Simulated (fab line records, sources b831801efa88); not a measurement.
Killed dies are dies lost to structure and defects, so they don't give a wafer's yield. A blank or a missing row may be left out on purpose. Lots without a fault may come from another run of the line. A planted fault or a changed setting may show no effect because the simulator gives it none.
Chamber matching | flow gf180mcu | GF_PASSIVATION_CVD_02 on pecvd-01: 3 sister chambers
The step deposits Si3N4, target thk 700 nm, time 486.18 s. 3 wafers are shown with their chamber, then 8 later ones without.

WAFERS WITH THEIR CHAMBER
wafer  | chamber | heater_power_w (W)
L087.4 | 0       | 663
L088.4 | 1       | 593
L092.1 | 2       | 672

WAFERS WITHOUT THEIR CHAMBER
wafer  | heater_power_w (W)
L092.4 | 577
L092.5 | 656
L094.2 | 505
L094.4 | 556
L094.5 | 831
L096.2 | 695
L096.4 | 650
L096.6 | 570

WHICH CHAMBER EACH WENT THROUGH
wafer  | from the rows above          | in truth
L092.4 | can't be placed: 1 or 0 or 2 | 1
L092.5 | can't be placed: 0 or 2 or 1 | 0
L094.2 | can't be placed: 1 or 0 or 2 | 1
L094.4 | can't be placed: 1 or 0 or 2 | 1
L094.5 | can't be placed: 2 or 0 or 1 | 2
L096.2 | can't be placed: 2 or 0 or 1 | 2
L096.4 | can't be placed: 0 or 2 or 1 | 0
L096.6 | can't be placed: 1 or 0 or 2 | 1
Placed correctly: 0 of 8. Can't be placed from these rows: 8 (the true chamber is among the candidates in 8). Placed wrongly: 0.
How it was worked out, from the rows above alone: a wafer's distance from a chamber is the root of the sum, over the readings, of the square of ((its reading less the chamber's mean) divided by the reading's scatter). The wafer belongs to the nearest chamber; if the next one is less than 2 further off, it can't be placed. A chamber's mean is the mean of its shown wafers. The scatter: with one shown wafer a chamber, the root of the mean of the squares of how far each hidden wafer lies from its nearest shown one.
